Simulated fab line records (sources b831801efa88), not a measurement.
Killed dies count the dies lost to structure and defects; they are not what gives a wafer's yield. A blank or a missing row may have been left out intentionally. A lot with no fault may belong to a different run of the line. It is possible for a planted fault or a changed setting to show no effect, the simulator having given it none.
fab line records    flow sky130
record: lots: 13  wafers: 39  last-day: 50
route steps=708 shown NWELL@81 VT_ADJUST_HVTP@93 SONOS_TUNNEL@156 LDD_N@254 PAD_OPEN@708
lots with no fault: from the same line, run without faults
start-h: start of the lot's first displayed wafer, in hours after the record's first day    wait-h: hours since the lot's step before    " identical to the entry in the row above    L1.1+2: a row that stands for several wafers    - no value, or no start given    * or withheld: withheld    < > ~ a bound
route shown NAME@n: a module of which the file shows steps, and the number in the route of the first    usual: mean/standard deviation taken from wafers without a fault    same: alike in all rows    chamber/n: place in a boat    sites: per-site readings    _std_site: how widely they spread, as a standard deviation    _edge_site: mean of outer sites minus mean of inner sites    radius-mm: how far each site lies from the wafer's centre    mask NAME#n: copy n    behind: the last tool/chamber to shape the wafer    hold: what put the lot on hold/how long, in hours/how the hold closed    device: the transistor (n, p or np) that didn't switch    end of line: the tests these same wafers got at the end of their route    a step without rows: its recipe alone    killed: not the wafer's yield, but the dies lost to structure and defects at the first sort    map: a wafer's dies, x killed, . not, _ none there
set.NAME: the setting the step ran with; set.NAME@STEP: the setting that earlier step ran with    model.NAME: the simulator's own value behind a step, which no gauge read
a sample of lots followed through the steps of the route, with each step as a table and each wafer as a row
services: when a tool's chamber went out of use (start-h, in hours from the record's first day, below 0 if earlier), for how many hours, and the reason
== steps ==
step: SKY_NWELL_RTA_28
recipe: temp-c: 1050  time-s: 30  idle-temp-c: 650  ramp-up-c-per-s: 150  ramp-down-c-per-s: 90  ambient: N2
usual: lamp-power-pct: 25.30/0.054  wafer_temp_C_max: 1054.9/1
lot.wafer  tool           chamber  start-h  wait-h  lamp-power-pct  wafer_temp_C_max
L654.2     rtp-anneal-02  0        102.03   0.0     25.32           1054.3
L654.4     "              0        "        "       25.34           1054.8
L654.5     "              0        "        "       25.43           1054.4
L655.1     rtp-anneal-02  0        111.25   0.0     25.29           1054.9
L655.4     "              0        "        "       25.29           1054.3
L655.6     "              0        "        "       25.31           1055.0
L658.4     rtp-anneal-02  0        129.38   0.1     25.21           1054.6
L658.5     "              0        "        "       25.24           1055.5
L658.6     "              0        "        "       25.35           1054.3
L660.1     rtp-anneal-02  0        144.41   0.0     25.36           1054.0
L660.5     "              0        "        "       25.35           1054.4
L660.6     "              0        "        "       25.22           1055.5
L661.1     rtp-anneal-01  0        146.58   0.0     25.33           1054.8
L661.2     "              0        "        "       25.39           1054.4
L661.5     "              0        "        "       25.31           1055.9
L664.1     rtp-anneal-01  0        165.93   0.0     25.39           1054.6
L664.3     "              0        "        "       25.36           1053.4
L664.4     "              0        "        "       25.20           1055.7
L665.2     rtp-anneal-02  0        171.75   0.0     25.29           1055.4
L665.3     "              0        "        "       25.32           1055.4
L665.6     "              0        "        "       25.36           1053.7
L666.1     rtp-anneal-01  0        176.06   0.0     25.33           1057.0
L666.4     "              0        "        "       25.34           1054.0
L666.6     "              0        "        "       25.28           1052.7
L667.1     rtp-anneal-02  0        184.23   0.0     25.33           1057.7
L667.2     "              0        "        "       25.32           1058.6
L667.4     "              0        "        "       25.30           1054.9
L672.1     rtp-anneal-02  0        211.73   0.0     25.17           1054.8
L672.2     "              0        "        "       25.32           1053.0
L672.3     "              0        "        "       25.28           1053.6
L674.1     rtp-anneal-01  0        221.26   0.0     25.33           1055.4
L674.4     "              0        "        "       25.44           1057.1
L674.6     "              0        "        "       25.35           1055.7
L675.2     rtp-anneal-02  0        229.97   0.0     25.36           1056.8
L675.3     "              0        "        "       25.35           1055.3
L675.6     "              0        "        "       25.31           1054.6
L677.4     rtp-anneal-02  0        241.40   0.1     25.27           1053.9
L677.5     "              0        "        "       25.35           1055.1
L677.6     "              0        "        "       25.35           1053.0
step: SKY_VT_ADJUST_HVTP_OVL_MEAS_08
usual: VT_ADJUST_HVTP_OVL: 0.2/1.4
lot.wafer  tool        chamber  start-h  wait-h  VT_ADJUST_HVTP_OVL[nm]
L654.2     overlay-01  -        120.78   0.1     -2.2
L654.4     "           -        "        "       -1.2
L654.5     "           -        "        "       -0.2
L655.1     overlay-01  -        130.55   0.1     0.8
L655.4     "           -        "        "       1.0
L655.6     "           -        "        "       1.5
L658.4     overlay-02  -        149.94   0.1     0.1
L658.5     "           -        "        "       1.4
L658.6     "           -        "        "       0.2
L660.1     overlay-02  -        165.07   0.1     -2.0
L660.5     "           -        "        "       -1.1
L660.6     "           -        "        "       -0.5
L661.1     overlay-01  -        166.68   0.1     0.3
L661.2     "           -        "        "       0.6
L661.5     "           -        "        "       0.1
L664.1     overlay-02  -        187.25   0.1     -0.1
L664.3     "           -        "        "       -0.2
L664.4     "           -        "        "       -1.8
L665.2     overlay-02  -        192.48   0.1     -1.3
L665.3     "           -        "        "       -0.7
L665.6     "           -        "        "       -0.4
L666.1     overlay-01  -        197.68   0.1     -0.4
L666.4     "           -        "        "       0.8
L666.6     "           -        "        "       0.2
L667.1     overlay-01  -        205.18   0.1     1.2
L667.2     "           -        "        "       0.4
L667.4     "           -        "        "       1.9
L672.1     overlay-01  -        233.72   0.1     -1.1
L672.2     "           -        "        "       -0.5
L672.3     "           -        "        "       -0.5
L674.1     overlay-02  -        244.22   0.1     -0.8
L674.4     "           -        "        "       -0.1
L674.6     "           -        "        "       0.6
L675.2     overlay-01  -        252.66   0.1     -1.7
L675.3     "           -        "        "       -1.1
L675.6     "           -        "        "       -1.3
L677.4     overlay-01  -        265.07   0.1     -0.4
L677.5     "           -        "        "       -0.7
L677.6     "           -        "        "       0.4
step: SKY_SONOS_TUNNEL_COAT_02
recipe: resist: NOVOLAK  spin-rpm: 3000  resist-thk-nm: 1140
usual: chill-plate-temp-C: 22.98/0.1  dispense-pressure-kPa: 47/3.3
lot.wafer  tool            chamber  start-h  wait-h  chill-plate-temp-C  dispense-pressure-kPa
L654.2     litho-track-01  0        235.28   0.1     23.24               46
L654.4     "               0        "        "       23.17               46
L654.5     "               0        "        "       23.08               46
L655.1     litho-track-01  0        247.11   0.1     23.02               46
L655.4     "               0        "        "       23.00               46
L655.6     "               0        "        "       22.93               46
L658.4     litho-track-03  0        269.13   0.1     22.96               44
L658.5     "               0        "        "       23.18               44
L658.6     "               0        "        "       23.01               44
L660.1     litho-track-01  0        287.21   0.1     23.17               46
L660.5     "               0        "        "       23.04               46
L660.6     "               0        "        "       23.17               46
L661.1     litho-track-01  0        290.86   0.1     23.02               46
L661.2     "               0        "        "       23.03               46
L661.5     "               0        "        "       22.96               46
L664.1     litho-track-01  -        315.81   0.1     -                   -
L664.3     "               -        "        "       -                   -
L664.4     "               -        "        "       -                   -
L665.2     litho-track-03  -        321.73   0.1     -                   -
L665.3     "               -        "        "       -                   -
L665.6     "               -        "        "       -                   -
L666.1     litho-track-01  -        329.86   0.1     -                   -
L666.4     "               -        "        "       -                   -
L666.6     "               -        "        "       -                   -
L667.1     litho-track-01  0        337.36   0.1     23.03               46
L667.2     "               0        "        "       22.95               46
L667.4     "               0        "        "       22.91               46
L672.1     litho-track-03  0        374.80   0.1     22.99               44
L672.2     "               0        "        "       22.77               44
L672.3     "               0        "        "       22.99               44
L674.1     litho-track-04  0        388.41   0.1     22.94               55
L674.4     "               0        "        "       23.00               55
L674.6     "               0        "        "       22.92               55
L675.2     litho-track-03  0        401.03   0.1     22.95               44
L675.3     "               0        "        "       22.95               44
L675.6     "               0        "        "       22.85               44
L677.4     litho-track-03  0        416.43   0.1     22.89               44
L677.5     "               0        "        "       22.79               44
L677.6     "               0        "        "       23.00               44
step: SKY_SONOS_TUNNEL_CD_MEAS_07
recipe: target-cd-nm: 410
usual: cd-nm: 410.2/2.8
lot.wafer  tool       chamber  start-h  wait-h  cd-nm
L654.2     cd-sem-01  -        246.83   0.1     407.9
L654.4     "          -        "        "       407.5
L654.5     "          -        "        "       407.4
L655.1     cd-sem-01  -        259.31   0.1     411.3
L655.4     "          -        "        "       411.8
L655.6     "          -        "        "       410.7
L658.4     cd-sem-02  -        281.12   0.1     407.1
L658.5     "          -        "        "       404.7
L658.6     "          -        "        "       406.4
L660.1     cd-sem-02  -        299.86   0.1     411.9
L660.5     "          -        "        "       409.2
L660.6     "          -        "        "       412.3
L661.1     cd-sem-02  -        303.96   0.1     408.2
L661.2     "          -        "        "       408.1
L661.5     "          -        "        "       406.7
L664.1     cd-sem-01  -        329.05   0.1     -
L664.3     "          -        "        "       -
L664.4     "          -        "        "       -
L665.2     cd-sem-02  -        335.63   0.1     -
L665.3     "          -        "        "       -
L665.6     "          -        "        "       -
L666.1     cd-sem-02  -        343.76   0.1     -
L666.4     "          -        "        "       -
L666.6     "          -        "        "       -
L667.1     cd-sem-01  -        350.56   0.1     408.5
L667.2     "          -        "        "       410.7
L667.4     "          -        "        "       408.7
L672.1     cd-sem-02  -        389.51   0.1     408.1
L672.2     "          -        "        "       408.7
L672.3     "          -        "        "       410.1
L674.1     cd-sem-01  -        403.60   0.1     406.2
L674.4     "          -        "        "       403.4
L674.6     "          -        "        "       404.7
L675.2     cd-sem-02  -        415.73   0.1     411.0
L675.3     "          -        "        "       408.8
L675.6     "          -        "        "       407.8
L677.4     cd-sem-01  -        433.17   0.1     410.7
L677.5     "          -        "        "       410.0
L677.6     "          -        "        "       410.9
step: SKY_LDD_N_TW_MEAS_17
usual: LDD_N_TW: 2568/11
lot.wafer  tool           chamber  start-h  wait-h  LDD_N_TW
L654.2     film-metro-04  -        394.70   0.1     2579
L654.4     "              -        "        "       2561
L654.5     "              -        "        "       2565
L655.1     film-metro-02  -        410.62   0.1     2564
L655.4     "              -        "        "       2577
L655.6     "              -        "        "       2569
L658.4     film-metro-02  -        447.32   0.1     2544
L658.5     "              -        "        "       2550
L658.6     "              -        "        "       2553
L660.1     film-metro-02  -        467.94   0.1     2569
L660.5     "              -        "        "       2563
L660.6     "              -        "        "       2576
L661.1     film-metro-02  -        468.44   0.1     2585
L661.2     "              -        "        "       2566
L661.5     "              -        "        "       2579
L667.1     film-metro-04  -        523.42   0.1     2569
L667.2     "              -        "        "       2557
L667.4     "              -        "        "       2576
L672.1     film-metro-01  -        564.32   0.1     2561
L672.2     "              -        "        "       2570
L672.3     "              -        "        "       2573
L674.1     film-metro-01  -        575.67   0.1     2576
L674.4     "              -        "        "       2572
L674.6     "              -        "        "       2571
L675.2     film-metro-01  -        588.18   0.1     2573
L675.3     "              -        "        "       2567
L675.6     "              -        "        "       2569
L677.4     film-metro-02  -        603.22   0.1     2571
L677.5     "              -        "        "       2570
L677.6     "              -        "        "       2565
step: SKY_PAD_OPEN_PROBE_99
usual: killed_at_M0_to_M3: 43/7.9  killed_at_M4_up: 2.9/1.8  killed-at-contacts: 24/5.5  killed-at-front-end: 15/4.2  killed-at-other: 0.2/0.46  killed-dies: 86/11  killed-on-rim: 17/4.1  killed-open: 47/8.1  killed-short: 39/6.4
same: gross-dies: 492  killed-at-back-side: 0
lot.wafer  tool       chamber  start-h  wait-h  killed_at_M0_to_M3  killed_at_M4_up  killed-at-contacts  killed-at-front-end  killed-at-other  killed-dies  killed-on-rim  killed-open  killed-short
L664.1     prober-01  -        1149.33  0.1     44                  2                26                  420                  0                492          96             51           35
L664.3     prober-01  -        1149.43  0.2     37                  0                28                  427                  0                492          96             40           37
L664.4     prober-01  -        1149.48  0.2     34                  0                20                  438                  0                492          96             28           38
L665.2     prober-02  -        1149.73  0.1     45                  4                21                  422                  0                492          96             35           48
L665.3     prober-02  -        1149.78  0.2     49                  4                17                  422                  0                492          96             55           37
L665.6     prober-02  -        1149.93  0.2     32                  1                21                  438                  0                492          96             33           36
L666.1     prober-01  -        1157.52  0.1     44                  2                23                  422                  1                492          96             56           33
L666.4     prober-01  -        1157.67  0.2     43                  3                26                  420                  0                492          96             48           39
L666.6     prober-01  -        1157.77  0.2     38                  2                30                  422                  0                492          96             46           32
L667.1     prober-02  -        1160.77  0.1     37                  1                25                  16                   0                79           19             45           34
L667.2     prober-02  -        1160.82  0.1     37                  3                31                  16                   0                87           20             47           40
L667.4     prober-02  -        1160.92  0.2     45                  9                20                  8                    0                82           23             47           35
killed by level:class
L664.1 SONOS_TUNNEL:area-expose=406 CONTACT:geometric-particle:open=9 VIA1:geometric-particle:open=8 METAL2:geometric-particle:short=8 VIA1:geometric-particle:short=7 VIA3:geometric-particle:open=7 LI_CONTACT:geometric-particle:open=6 VIA2:geometric-particle:open=5
L664.3 SONOS_TUNNEL:area-expose=415 LI_CONTACT:geometric-particle:open=8 VIA3:geometric-particle:open=8 CONTACT:geometric-particle:open=7 POLY_GATE:geometric-particle:short=6 CONTACT:geometric-particle:short=6 VIA1:geometric-particle:open=6 METAL2:geometric-particle:short=5
L664.4 SONOS_TUNNEL:area-expose=426 CONTACT:geometric-particle:open=9 METAL2:geometric-particle:short=9 VIA3:geometric-particle:open=6 FIELD_ISO:geometric-particle:short=5 VIA1:geometric-particle:open=5 LOCAL_INTERCONNECT:geometric-particle:short=4 CONTACT:geometric-particle:short=4
L665.2 SONOS_TUNNEL:area-expose=409 CONTACT:geometric-particle:open=7 VIA1:geometric-particle:open=7 METAL2:geometric-particle:short=7 VIA2:geometric-particle:open=7 LOCAL_INTERCONNECT:geometric-particle:short=6 VIA3:geometric-particle:short=5 FIELD_ISO:geometric-particle:short=4
L665.3 SONOS_TUNNEL:area-expose=400 VIA1:geometric-particle:open=11 VIA3:geometric-particle:open=9 VIA2:geometric-particle:open=8 FIELD_ISO:geometric-particle:open=6 CONTACT:geometric-particle:open=6 FIELD_ISO:geometric-particle:short=5 VIA1:geometric-particle:short=5
L665.6 SONOS_TUNNEL:area-expose=423 VIA1:geometric-particle:open=9 CONTACT:geometric-particle:open=8 CONTACT:geometric-particle:short=7 VIA1:geometric-particle:short=7 POLY_GATE:geometric-particle:short=5 METAL1:geometric-particle:short=4 VIA2:geometric-particle:open=4
L666.1 SONOS_TUNNEL:area-expose=403 CONTACT:geometric-particle:open=13 VIA1:geometric-particle:open=9 VIA2:geometric-particle:open=8 POLY_GATE:geometric-particle:short=6 METAL2:geometric-particle:short=6 VIA3:geometric-particle:open=6 FIELD_ISO:geometric-particle:open=4
L666.4 SONOS_TUNNEL:area-expose=405 LI_CONTACT:geometric-particle:open=12 VIA2:geometric-particle:short=8 VIA1:geometric-particle:open=6 VIA2:geometric-particle:open=6 VIA3:geometric-particle:open=6 CONTACT:geometric-particle:short=5 POLY_GATE:geometric-particle:open=4
L666.6 SONOS_TUNNEL:area-expose=414 CONTACT:geometric-particle:open=12 VIA1:geometric-particle:open=9 VIA2:geometric-particle:open=9 CONTACT:geometric-particle:short=8 LI_CONTACT:geometric-particle:open=6 VIA2:geometric-particle:short=6 POLY_GATE:geometric-particle:open=4
L667.1 CONTACT:geometric-particle:open=14 VIA1:geometric-particle:open=8 VIA1:geometric-particle:short=6 METAL1:geometric-particle:short=6 VIA3:geometric-particle:open=5 METAL2:geometric-particle:short=5 FIELD_ISO:geometric-particle:short=4 LOCAL_INTERCONNECT:geometric-particle:short=4
L667.2 VIA1:geometric-particle:open=9 LI_CONTACT:geometric-particle:open=9 CONTACT:geometric-particle:open=8 VIA3:geometric-particle:open=8 METAL2:geometric-particle:short=7 LOCAL_INTERCONNECT:geometric-particle:short=5 CONTACT:geometric-particle:short=5 POLY_GATE:geometric-particle:open=4
L667.4 VIA1:geometric-particle:open=14 VIA3:geometric-particle:open=10 METAL4:geometric-particle:short=7 LI_CONTACT:geometric-particle:open=6 FIELD_ISO:geometric-particle:short=4 CONTACT:geometric-particle:open=4 METAL1:geometric-particle:short=4 LI_CONTACT:geometric-particle:short=3
== services ==
tool           chamber  start-h  hours  kind
rtp-anneal-02  -        118.14   4.6    pm
== key ==
first-sign: step: SKY_SONOS_TUNNEL_COAT_02  reading: tool-record  direction: missing
effect: step: SKY_SONOS_TUNNEL_CD_MEAS_07  reading: cd-nm  direction: missing
effect: step: SKY_PAD_OPEN_PROBE_99  reading: killed-at-front-end  direction: up  sigmas: 97  usual: 15  struck: 426
more-kills-born-at: SKY_SONOS_TUNNEL_EXPOSE_04@iline-stepper-02: 2454  SKY_SONOS_TUNNEL_EXPOSE_04@iline-stepper-01: 1247
met-at SKY_SONOS_TUNNEL_COAT_02
struck-lots L664,L665,L666
later-rows-left-out L664.1,L664.3,L664.4,L665.2,L665.3,L665.6,L666.1,L666.4,L666.6
tester-left-out L664,L665,L666
not-acting-at SKY_NWELL_RTA_28,SKY_VT_ADJUST_HVTP_OVL_MEAS_08,SKY_LDD_N_TW_MEAS_17
onset-between 290.86 315.81
fault: kind: skipped-step-whole  tool: litho-track-01,litho-track-03  chamber: -  onset-h: 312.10  steps: SKY_SONOS_TUNNEL_COAT_02  scope: struck-lots-only
tester-left-out: of these lots the tester's yield and bins aren't shown, on N5 and GAA mostly nor the transistor test; their killed dies are dies lost to structure and defects alone, not to doping, threshold or leakage, so they don't give the yield
later-rows-left-out: the simulator's readings of these wafers behind a module that went badly wrong aren't trusted and aren't shown, but for the sort
